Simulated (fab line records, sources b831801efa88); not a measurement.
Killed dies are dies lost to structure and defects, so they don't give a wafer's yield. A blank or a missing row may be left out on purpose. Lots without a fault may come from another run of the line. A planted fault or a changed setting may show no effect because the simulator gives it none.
A struck lot beside a sound one | flow sky130 | 14 steps out of a route of 708
Sound: wafers L358.2, L358.3, L358.4. Struck: wafers L376.2, L376.5, L376.6. The cause comes at the end.
At each step with rows: each side's tool, then ch and its chambers, then its first start. Under that, the readings that differ: sound wafers | struck wafers | difference of the means | sigmas: that difference in standard deviations of wafers without a fault.
alike: readings whose means differ by less than 2 such deviations, and words and numbers that are the same on both sides. not compared: withheld readings, readings that some wafer has no value for, bounds like >300 that may hide the same value, and numbers for which the record gives no deviation and whose values overlap.
The two part at a step that has a row with sigmas, a row that says differs or no value, or rows on one side only. Numbers that don't overlap but have no deviation are shown without sigmas and don't part them. A reading that every wafer of one side lacks parts them only if that side has two wafers or more.

first, 3 steps without rows for these wafers: SKY_POLY_CUT_EXPOSE_05 (exposes mask NPCM, target cd 270 nm); SKY_POLY_CUT_PEB_06; SKY_POLY_CUT_DEVELOP_07 (develop time 60 s).
SKY_POLY_CUT_CD_MEAS_08: target cd 270 nm.
  sound on cd_sem-01, day 24 19:11; struck on cd_sem-01, day 31 04:52
  alike: cd_nm
SKY_POLY_CUT_OVL_MEAS_09:
  sound on overlay-01, day 24 19:17; struck on overlay-01, day 31 04:58
  alike: POLY_CUT_OVL
SKY_POLY_CUT_ETCH_10: etches BARC in N2/H2, stops on SiO2, time 45.9 s, target depth 60 nm.
  sound on rie_diel-01 ch 1,2,3, day 24 19:19; struck on rie_diel-03 ch 0,2,3, day 31 05:00
  alike: drypump_motor_current_A, oes_product_au, throttle_valve_pct
  not compared: rf_hours_counter_h
SKY_POLY_CUT_ETCH_11: etches Si3N4 in CF4/CH2F2/Ar, stops on poly-Si, time 42.5 s, target depth 60 nm.
  sound on rie_diel-01 ch 1,2,3, day 24 19:22; struck on rie_diel-03 ch 0,2,3, day 31 05:02
  alike: drypump_motor_current_A, oes_product_au, throttle_valve_pct
  not compared: rf_hours_counter_h
SKY_POLY_CUT_STRIP_12: strips in O2/N2.
  sound on plasma_asher-03 ch 0,1, day 24 19:24; struck on plasma_asher-04 ch 0,1, day 31 05:05
  alike: drypump_motor_current_A, oes_product_au, strip_time_to_endpoint_s
  not compared: rf_hours_counter_h
then, 4 steps without rows for these wafers: SKY_SD_P_DEHYDRATE_00 (time 60 s); SKY_SD_P_HMDS_01 (prime time 60 s); SKY_SD_P_COAT_02 (resist thk 1140 nm); SKY_SD_P_SOFTBAKE_03 (time 60 s).
SKY_SD_P_EXPOSE_04: exposes mask PSDM, target cd 380 nm.
  sound on iline_stepper-01 ch 0, day 25 10:19; struck on iline_stepper-02, day 31 19:07
  no value came back on the struck wafers for exposure_dose_mJ_cm2, focus_offset_nm (nm), sigma_outer; on the sound wafers exposure_dose_mJ_cm2 reads 138.11 138.02 137.93
  alike: mask
then, 1 step without rows for these wafers: SKY_SD_P_PEB_05.

WHERE THEY PART
Only at SKY_SD_P_EXPOSE_04, within this record.

WHY: what the simulator had put in
Skipped step whole: iline_stepper-02, from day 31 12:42 on, at SKY_SD_P_EXPOSE_04. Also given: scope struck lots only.
